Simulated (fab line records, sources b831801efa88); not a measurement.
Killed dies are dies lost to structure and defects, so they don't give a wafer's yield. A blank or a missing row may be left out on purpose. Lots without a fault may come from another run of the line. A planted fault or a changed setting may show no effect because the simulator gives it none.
fab line records | flow gf180mcu
record lots=24 wafers=72 last_day=35
route steps=602 shown V2@386 V3@433 M4@470 V4@498
lots that met no fault: from a run of the same line without faults
start_h: hours from the record's first day to the start of the lot's first wafer shown | wait_h: hours since the lot's step before | " the same as in the row above | L1.1+2: a row that stands for several wafers | - no value, or no start given | * or withheld: withheld | < > ~ a bound
route shown NAME@n: a module of which the file shows steps, and the number in the route of the first | usual: mean/standard deviation of fault-free wafers | same: alike in all rows | chamber/n: place in a boat | sites: the reading at each site | _std_site: their standard deviation | _edge_site: outer sites' mean less inner sites' | radius_mm: how far each site lies from the wafer's centre | mask NAME#n: copy n | behind: the tool/chamber that last shaped the wafer | hold: why the lot was held/for how many hours/how that ended | device: the transistor (n, p or np) that didn't switch | end of line: the same wafers' tests at the end of the route | a step without rows: its recipe alone | killed: dies lost to structure and defects at the first sort, not the wafer's yield | map: a wafer's dies, x killed, . not, _ none there
set.NAME: the setting as run; set.NAME@STEP: as run at that earlier step | model.NAME: the simulator's own value behind a step, which no gauge read
steps of the route over a sample of lots; a table a step, a row a wafer
services: from which hour (start_h, from the record's first day; less than 0 if before it) a tool's chamber was out of use, for how many hours, and why
## steps
# step GF_V2_CMP_04
# recipe material=SiO2 down_force_psi=4 platen_rpm=60 pad_velocity_m_s=0.94248
# usual motor_current_A=11.9/1.5 time_to_endpoint_s=78/5.1
# columns lot.wafer tool chamber start_h wait_h motor_current_A time_to_endpoint_s
L074.1 cmp-01 2 448.93 0.1 10.9 74
L074.4 " 0 " " 10.8 84
L074.5 " 2 " " 10.2 80
L075.4 cmp-01 1 454.92 0.1 10.7 75
L075.2 " 3 " " 14.9 72
L075.5 " 1 " " 10.8 76
L076.1 cmp-01 2 461.29 0.1 10.2 71
L076.4 " 0 " " 11.3 81
L076.3 " 1 " " 11.1 72
L077.3 cmp-02 1 481.15 0.1 11.2 87
L077.1 " 2 " " 14.4 79
L077.6 " 0 " " 11.7 86
L078.1 cmp-01 0 492.43 0.1 10.9 75
L078.2 " 3 " " 14.9 75
L078.5 " 1 " " 11.4 73
L079.1 cmp-02 2 503.80 0.1 14.2 71
L079.2 " 3 " " 10.9 75
L079.6 " 0 " " 11.5 84
L080.3 cmp-01 2 512.13 0.0 10.0 77
L080.4 " 3 " " 14.7 78
L080.6 " 3 " " 14.9 82
L081.3 cmp-02 0 524.37 0.0 11.6 75
L081.4 " 1 " " 11.5 81
L081.2 " 3 " " 11.5 76
L082.4 cmp-01 3 524.71 0.1 13.7 75
L082.1 " 0 " " 11.5 83
L082.5 " 1 " " 11.7 75
L083.3 cmp-01 1 531.12 0.1 11.1 73
L083.4 " 2 " " 10.5 87
L083.6 " 1 " " 10.5 83
L084.3 cmp-02 2 555.31 0.5 14.3 73
L084.2 " 3 " " 10.6 76
L084.5 " 1 " " 11.6 82
L085.1 cmp-01 0 555.77 0.8 11.6 79
L085.3 " 1 " " 11.1 68
L085.4 " 3 " " 14.8 82
L086.1 cmp-02 0 559.09 0.1 11.1 73
L086.3 " 1 " " 10.8 81
L086.5 " 1 " " 11.0 84
L087.2 cmp-01 0 564.79 0.2 11.1 80
L087.3 " 1 " " 11.5 66
L087.5 " 2 " " 9.7 78
L088.3 cmp-02 3 577.57 2.3 11.4 83
L088.2 " 1 " " 10.8 83
L088.5 " 3 " " 11.4 79
L089.1 cmp-02 3 583.32 0.3 11.8 81
L089.4 " 0 " " 11.3 79
L089.6 " 1 " " 11.4 82
L090.3 cmp-02 0 600.82 0.0 11.8 69
L090.4 " 3 " " 11.2 81
L090.6 " 0 " " 12.1 77
L091.2 cmp-01 0 601.76 0.0 11.0 83
L091.3 " 1 " " 12.0 71
L091.5 " 0 " " 11.8 82
L092.2 cmp-02 1 605.06 0.0 11.1 86
L092.3 " 3 " " 11.3 82
L092.6 " 1 " " 11.3 87
L093.1 cmp-01 0 609.70 0.1 11.1 84
L093.4 " 2 " " 10.4 82
L093.5 " 0 " " 11.0 91
L094.4 cmp-01 0 621.91 0.0 10.6 91
L094.3 " 1 " " 11.1 71
L094.6 " 0 " " 10.7 83
L095.2 cmp-01 0 627.57 0.1 11.2 84
L095.3 " 1 " " 10.9 69
L095.6 " 2 " " 10.5 79
L096.2 cmp-02 2 646.44 0.0 14.7 71
L096.3 " 3 " " 10.4 76
L096.1 " 1 " " 11.0 80
L097.4 cmp-02 1 647.67 0.1 11.3 78
L097.2 " 3 " " 11.7 77
L097.5 " 1 " " 11.6 80
# step GF_V3_CMP_04
# recipe material=SiO2 down_force_psi=4 platen_rpm=60 pad_velocity_m_s=0.94248
# usual motor_current_A=12.0/1.6 time_to_endpoint_s=79/5.4
# columns lot.wafer tool chamber start_h wait_h motor_current_A time_to_endpoint_s
L074.1 cmp-02 2 500.27 0.1 14.4 73
L074.4 " 0 " " 12.2 82
L074.5 " 2 " " 14.1 85
L075.2 cmp-02 2 506.11 0.0 14.8 78
L075.4 " 0 " " 11.6 88
L075.5 " 3 " " 11.5 84
L076.3 cmp-02 3 512.96 0.1 11.5 75
L076.4 " 0 " " 12.0 77
L076.1 " 1 " " 10.9 77
L077.3 cmp-02 3 531.33 0.0 11.3 67
L077.1 " 0 " " 11.7 67
L077.6 " 0 " " 11.2 77
L078.1 cmp-02 3 554.91 0.2 11.3 81
L078.2 " 1 " " 11.4 84
L078.5 " 3 " " 11.4 81
L079.2 cmp-01 1 556.07 0.9 11.3 66
L079.1 " 0 " " 11.0 80
L079.6 " 2 " " 10.6 78
L080.3 cmp-02 0 559.57 0.0 12.2 73
L080.4 " 3 " " 11.5 80
L080.6 " 1 " " 11.7 83
L081.3 cmp-02 1 572.32 0.0 11.1 85
L081.4 " 2 " " 16.1 78
L081.2 " 3 " " 11.5 77
L082.4 cmp-02 2 576.62 3.6 16.0 81
L082.1 " 0 " " 12.4 79
L082.5 " 2 " " 15.1 83
L083.3 cmp-02 2 578.17 0.8 15.2 69
L083.4 " 0 " " 12.3 72
L083.6 " 1 " " 11.0 82
L084.2 cmp-02 0 602.59 0.1 11.3 76
L084.3 " 1 " " 11.6 74
L084.5 " 2 " " 14.4 75
L085.4 cmp-01 2 602.98 0.1 10.9 82
L085.3 " 3 " " 14.5 76
L085.1 " 0 " " 11.2 79
L086.3 cmp-01 1 606.26 0.3 10.6 71
L086.1 " 2 " " 10.3 76
L086.5 " 1 " " 11.0 75
L087.2 cmp-02 0 610.71 0.1 12.0 69
L087.3 " 2 " " 14.2 74
L087.5 " 3 " " 11.5 79
L088.2 cmp-01 1 622.52 0.0 11.1 78
L088.3 " 3 " " 14.2 78
L088.5 " 1 " " 11.4 81
L089.4 cmp-01 2 628.91 0.0 10.3 87
L089.1 " 1 " " 10.8 74
L089.6 " 3 " " 14.6 81
L090.4 cmp-01 3 645.40 0.0 14.4 74
L090.3 " 2 " " 10.7 70
L090.6 " 0 " " 11.0 90
L091.3 cmp-01 2 646.90 0.0 10.2 72
L091.2 " 1 " " 11.1 75
L091.5 " 2 " " 10.6 80
L092.2 cmp-01 3 649.66 0.1 13.9 82
L092.3 " 1 " " 11.3 74
L092.6 " 3 " " 14.5 80
L093.1 cmp-01 2 654.44 0.1 10.8 72
L093.4 " 3 " " 14.4 89
L093.5 " 2 " " 10.5 86
L094.3 cmp-01 0 665.04 0.0 11.1 87
L094.4 " 3 " " 14.6 86
L094.6 " 1 " " 10.9 75
L095.3 cmp-01 0 671.12 0.3 10.7 80
L095.2 " 3 " " 13.5 75
L095.6 " 0 " " 10.9 91
L096.2 cmp-01 2 688.52 0.3 10.6 80
L096.3 " 0 " " 10.7 82
L096.1 " 1 " " 10.9 72
L097.4 cmp-02 0 691.11 0.1 11.5 78
L097.2 " 2 " " 13.7 79
L097.5 " 3 " " 11.2 87
# step GF_V3_BOW_MEAS_05
# recipe mode=bow
# usual V3_BOW=120/10
# columns lot.wafer tool chamber start_h wait_h V3_BOW[um]
L074.1 film_metro-04 - 500.52 0.2 133
L074.4 " - " " 120
L074.5 " - " " 124
L075.2 film_metro-03 - 506.43 0.3 133
L075.4 " - " " 132
L075.5 " - " " 119
L076.1 film_metro-02 - 513.21 0.1 111
L076.3 " - " " 97
L076.4 " - " " 113
L077.1 film_metro-03 - 531.63 0.2 132
L077.3 " - " " 130
L077.6 " - " " 134
L078.1 film_metro-03 - 555.22 0.3 115
L078.2 " - " " 114
L078.5 " - " " 125
L079.1 film_metro-03 - 556.37 0.1 114
L079.2 " - " " 108
L079.6 " - " " 112
L080.3 film_metro-02 - 559.91 0.3 112
L080.4 " - " " 103
L080.6 " - " " 110
L081.2 film_metro-04 - 572.64 0.2 110
L081.3 " - " " 103
L081.4 " - " " 98
L082.1 film_metro-03 - 576.92 0.1 120
L082.4 " - " " 117
L082.5 " - " " 113
L083.3 film_metro-03 - 578.46 0.2 112
L083.4 " - " " 102
L083.6 " - " " 107
L084.2 film_metro-04 - 602.81 0.2 130
L084.3 " - " " 111
L084.5 " - " " 126
L085.1 film_metro-02 - 603.23 0.1 116
L085.3 " - " " 130
L085.4 " - " " 129
L086.1 film_metro-02 - 606.51 0.1 137
L086.3 " - " " 139
L086.5 " - " " 142
L087.2 film_metro-04 - 610.98 0.2 107
L087.3 " - " " 116
L087.5 " - " " 117
L088.2 film_metro-02 - 622.84 0.3 132
L088.3 " - " " 131
L088.5 " - " " 122
L089.1 film_metro-02 - 629.21 0.1 129
L089.4 " - " " 133
L089.6 " - " " 135
L090.3 film_metro-04 - 645.74 0.1 128
L090.4 " - " " 126
L090.6 " - " " 137
L091.2 film_metro-04 - 647.22 0.1 123
L091.3 " - " " 112
L091.5 " - " " 123
L092.2 film_metro-04 - 649.93 0.2 110
L092.3 " - " " 108
L092.6 " - " " 107
L093.1 film_metro-04 - 654.69 0.2 123
L093.4 " - " " 129
L093.5 " - " " 125
L094.3 film_metro-04 - 665.38 0.3 122
L094.4 " - " " 121
L094.6 " - " " 117
L095.2 film_metro-03 - 671.44 0.1 127
L095.3 " - " " 117
L095.6 " - " " 118
L096.1 film_metro-03 - 688.82 0.1 125
L096.2 " - " " 109
L096.3 " - " " 115
L097.2 film_metro-02 - 691.38 0.1 104
L097.4 " - " " 107
L097.5 " - " " 107
# step GF_M4_CD_MEAS_14
# recipe target_cd_nm=280
# usual cd_nm=280.0/1.3
# columns lot.wafer tool chamber start_h wait_h cd_nm
L074.1 cd_sem-01 - 548.21 0.1 280.0
L074.4 " - " " 279.9
L074.5 " - " " 280.2
L075.2 cd_sem-02 - 554.77 0.1 279.5
L075.4 " - " " 278.2
L075.5 " - " " 279.2
L076.1 cd_sem-02 - 559.58 0.1 281.9
L076.3 " - " " 280.9
L076.4 " - " " 280.4
L077.1 cd_sem-02 - 578.68 0.1 282.1
L077.3 " - " " 279.8
L077.6 " - " " 280.6
L078.1 cd_sem-02 - 600.00 0.1 279.1
L078.2 " - " " 280.3
L078.5 " - " " 280.0
L079.1 cd_sem-02 - 602.15 0.1 280.2
L079.2 " - " " 280.4
L079.6 " - " " 280.5
L080.3 cd_sem-02 - 605.74 0.1 278.6
L080.4 " - " " 279.5
L080.6 " - " " 278.4
L081.2 cd_sem-01 - 616.57 0.1 281.2
L081.3 " - " " 282.5
L081.4 " - " " 280.5
L082.1 cd_sem-02 - 620.50 0.1 279.1
L082.4 " - " " 278.7
L082.5 " - " " 280.2
L083.3 cd_sem-02 - 621.85 0.1 280.3
L083.4 " - " " 280.4
L083.6 " - " " 280.5
L084.2 cd_sem-01 - 646.05 0.1 279.2
L084.3 " - " " 278.4
L084.5 " - " " 279.3
L085.1 cd_sem-02 - 646.40 0.1 278.9
L085.3 " - " " 281.3
L085.4 " - " " 280.5
L086.1 cd_sem-02 - 651.83 0.1 281.6
L086.3 " - " " 281.5
L086.5 " - " " 281.2
L087.2 cd_sem-01 - 654.08 0.1 279.5
L087.3 " - " " 279.9
L087.5 " - " " 279.3
L088.2 cd_sem-02 - 664.43 0.1 280.8
L088.3 " - " " 280.9
L088.5 " - " " 281.6
L089.1 cd_sem-02 - 671.21 0.1 278.3
L089.4 " - " " 279.8
L089.6 " - " " 280.4
L090.3 cd_sem-02 - 687.04 0.1 279.9
L090.4 " - " " 280.4
L090.6 " - " " 278.6
L091.2 cd_sem-01 - 689.18 0.1 278.0
L091.3 " - " " 276.5
L091.5 " - " " 277.2
L092.2 cd_sem-02 - 691.72 0.1 278.2
L092.3 " - " " 279.3
L092.6 " - " " 279.0
L093.1 cd_sem-01 - 695.63 0.1 280.5
L093.4 " - " " 280.6
L093.5 " - " " 280.1
L094.3 cd_sem-02 - 705.45 0.1 280.8
L094.4 " - " " 280.3
L094.6 " - " " 281.3
L095.2 cd_sem-01 - 711.05 0.1 279.2
L095.3 " - " " 279.9
L095.6 " - " " 279.1
L096.1 cd_sem-02 - 727.71 0.1 283.6
L096.2 " - " " 282.4
L096.3 " - " " 283.2
L097.2 cd_sem-02 - 729.70 0.1 281.1
L097.4 " - " " 279.5
L097.5 " - " " 281.4
# step GF_V4_SPUTTER_22
# recipe material=TiN target_thk_nm=10 chamber_pressure_pa=5 power_w=4000 time_s=40
# usual throttle_valve_pct=30.0/1.1
# columns lot.wafer tool chamber start_h wait_h throttle_valve_pct
L074.1 pvd_sputter-03 - 578.75 0.0 31.3
L074.4 " - " " 30.5
L074.5 " - " " 30.3
L075.2 pvd_sputter-03 - 580.04 0.0 30.5
L075.4 " - " " 30.9
L075.5 " - " " 30.5
L076.1 pvd_sputter-02 - 584.43 0.0 29.1
L076.3 " - " " 30.8
L076.4 " - " " 28.8
L077.1 pvd_sputter-01 - 603.26 0.0 31.4
L077.3 " - " " 29.9
L077.6 " - " " 31.4
L078.1 pvd_sputter-03 - 623.56 0.0 30.6
L078.2 " - " " 30.9
L078.5 " - " " 30.5
L079.1 pvd_sputter-02 - 625.62 0.0 30.9
L079.2 " - " " 29.1
L079.6 " - " " 29.1
L080.3 pvd_sputter-03 - 629.36 0.0 30.7
L080.4 " - " " 30.7
L080.6 " - " " 31.2
L081.2 pvd_sputter-03 - 639.41 0.0 30.8
L081.3 " - " " 30.8
L081.4 " - " " 30.7
L082.1 pvd_sputter-02 - 643.26 0.0 29.5
L082.4 " - " " 29.3
L082.5 " - " " 30.6
L083.3 pvd_sputter-02 - 644.86 0.0 30.5
L083.4 " - " " 29.1
L083.6 " - " " 29.3
L084.2 pvd_sputter-03 - 668.37 0.0 30.1
L084.3 " - " " 30.5
L084.5 " - " " 30.4
L085.1 pvd_sputter-01 - 668.81 0.0 27.4
L085.3 " - " " 29.6
L085.4 " - " " 31.7
L086.1 pvd_sputter-01 - 675.25 0.0 30.0
L086.3 " - " " 28.5
L086.5 " - " " 28.0
L087.2 pvd_sputter-03 - 676.30 0.0 30.7
L087.3 " - " " 30.9
L087.5 " - " " 30.7
L088.2 pvd_sputter-03 - 686.06 0.0 30.8
L088.3 " - " " 30.5
L088.5 " - " " 30.5
L089.1 pvd_sputter-02 - 693.39 0.0 29.9
L089.4 " - " " 29.0
L089.6 " - " " 30.7
L090.3 pvd_sputter-02 - 708.44 0.0 29.2
L090.4 " - " " 29.6
L090.6 " - " " 28.8
L091.2 pvd_sputter-01 - 710.11 0.0 29.8
L091.3 " - " " 27.6
L091.5 " - " " 29.7
L092.2 pvd_sputter-02 - 712.89 0.0 30.8
L092.3 " - " " 29.0
L092.6 " - " " 28.8
L093.1 pvd_sputter-01 - 717.23 0.0 27.7
L093.4 " - " " 30.0
L093.5 " - " " 27.8
L094.3 pvd_sputter-03 - 725.63 0.0 30.7
L094.4 " - " " 30.6
L094.6 " - " " 31.1
L095.2 pvd_sputter-02 - 732.14 0.0 29.0
L095.3 " - " " 28.9
L095.6 " - " " 29.4
L096.1 pvd_sputter-01 - 747.43 0.0 28.2
L096.2 " - " " 27.4
L096.3 " - " " 29.7
L097.2 pvd_sputter-03 - 749.94 0.0 30.5
L097.4 " - " " 31.3
L097.5 " - " " 30.3
# step GF_V4_RS_MEAS_24
# recipe thk_meas_gauge=four-point-probe reads=W_of_V4_CVD_23+TiN_of_V4_SPUTTER_22+Ti_of_V4_SPUTTER_21
# usual V4_W_RS=0.327/0.004
# columns lot.wafer tool chamber start_h wait_h V4_W_RS[ohm/sq]
L074.1 film_metro-02 - 578.90 0.1 0.325
L074.4 " - " " 0.320
L074.5 " - " " 0.319
L075.2 film_metro-03 - 580.21 0.1 0.321
L075.4 " - " " 0.327
L075.5 " - " " 0.326
L076.1 film_metro-01 - 584.58 0.1 0.328
L076.3 " - " " 0.327
L076.4 " - " " 0.328
L077.1 film_metro-03 - 603.42 0.1 0.322
L077.3 " - " " 0.326
L077.6 " - " " 0.324
L078.1 film_metro-01 - 623.71 0.1 0.322
L078.2 " - " " 0.327
L078.5 " - " " 0.324
L079.1 film_metro-02 - 625.77 0.1 0.320
L079.2 " - " " 0.322
L079.6 " - " " 0.323
L080.3 film_metro-03 - 629.55 0.1 0.326
L080.4 " - " " 0.322
L080.6 " - " " 0.324
L081.2 film_metro-01 - 639.58 0.1 0.329
L081.3 " - " " 0.323
L081.4 " - " " 0.329
L082.1 film_metro-03 - 643.41 0.1 0.331
L082.4 " - " " 0.330
L082.5 " - " " 0.327
L083.3 film_metro-01 - 645.07 0.1 0.331
L083.4 " - " " 0.329
L083.6 " - " " 0.326
L084.2 film_metro-01 - 668.54 0.1 0.327
L084.3 " - " " 0.326
L084.5 " - " " 0.328
L085.1 film_metro-02 - 668.96 0.1 0.332
L085.3 " - " " 0.331
L085.4 " - " " 0.329
L086.1 film_metro-01 - 675.40 0.1 0.324
L086.3 " - " " 0.321
L086.5 " - " " 0.323
L087.2 film_metro-02 - 676.47 0.1 0.328
L087.3 " - " " 0.322
L087.5 " - " " 0.325
L088.2 film_metro-01 - 686.23 0.1 0.325
L088.3 " - " " 0.325
L088.5 " - " " 0.326
L089.1 film_metro-01 - 693.56 0.1 0.332
L089.4 " - " " 0.328
L089.6 " - " " 0.328
L090.3 film_metro-02 - 708.64 0.1 0.336
L090.4 " - " " 0.327
L090.6 " - " " 0.332
L091.2 film_metro-02 - 710.29 0.1 0.328
L091.3 " - " " 0.327
L091.5 " - " " 0.329
L092.2 film_metro-03 - 713.07 0.1 0.333
L092.3 " - " " 0.339
L092.6 " - " " 0.330
L093.1 film_metro-03 - 717.38 0.1 0.325
L093.4 " - " " 0.326
L093.5 " - " " 0.328
L094.3 film_metro-03 - 725.82 0.1 0.331
L094.4 " - " " 0.325
L094.6 " - " " 0.328
L095.2 film_metro-03 - 732.32 0.1 0.330
L095.3 " - " " 0.330
L095.6 " - " " 0.324
L096.1 film_metro-01 - 747.58 0.1 0.326
L096.2 " - " " 0.326
L096.3 " - " " 0.333
L097.2 film_metro-02 - 750.11 0.1 0.326
L097.4 " - " " 0.328
L097.5 " - " " 0.333
## services
# columns tool chamber start_h hours kind
cmp-01 - 442.69 2.4 repair
cmp-01 - 477.16 4.5 repair
pvd_sputter-02 - 493.07 5.3 repair
cmp-02 - 518.96 1.6 repair
pvd_sputter-01 - 523.20 2.3 repair
cmp-02 - 541.22 1.8 repair
cmp-01 - 548.49 2.0 repair
cmp-02 - 551.82 0.3 repair
cmp-02 - 572.62 4.0 pm
pvd_sputter-01 - 578.48 1.2 repair
cmp-01 - 587.48 1.5 repair
cmp-02 - 624.80 3.8 repair
cmp-02 - 640.30 1.3 repair
pvd_sputter-03 - 656.64 1.5 repair
cmp-02 - 657.46 9.1 repair
cmp-02 - 670.06 1.8 repair
cmp-01 - 678.37 1.0 repair
cmp-02 - 689.11 1.7 repair
cmp-02 - 701.99 7.1 pm
cmp-01 - 703.72 0.7 repair
pvd_sputter-03 - 718.88 3.1 repair
cmp-01 - 726.52 0.7 repair
cmp-01 - 744.00 4.0 pm
cmp-01 - 748.00 3.5 pm
## key
fault none
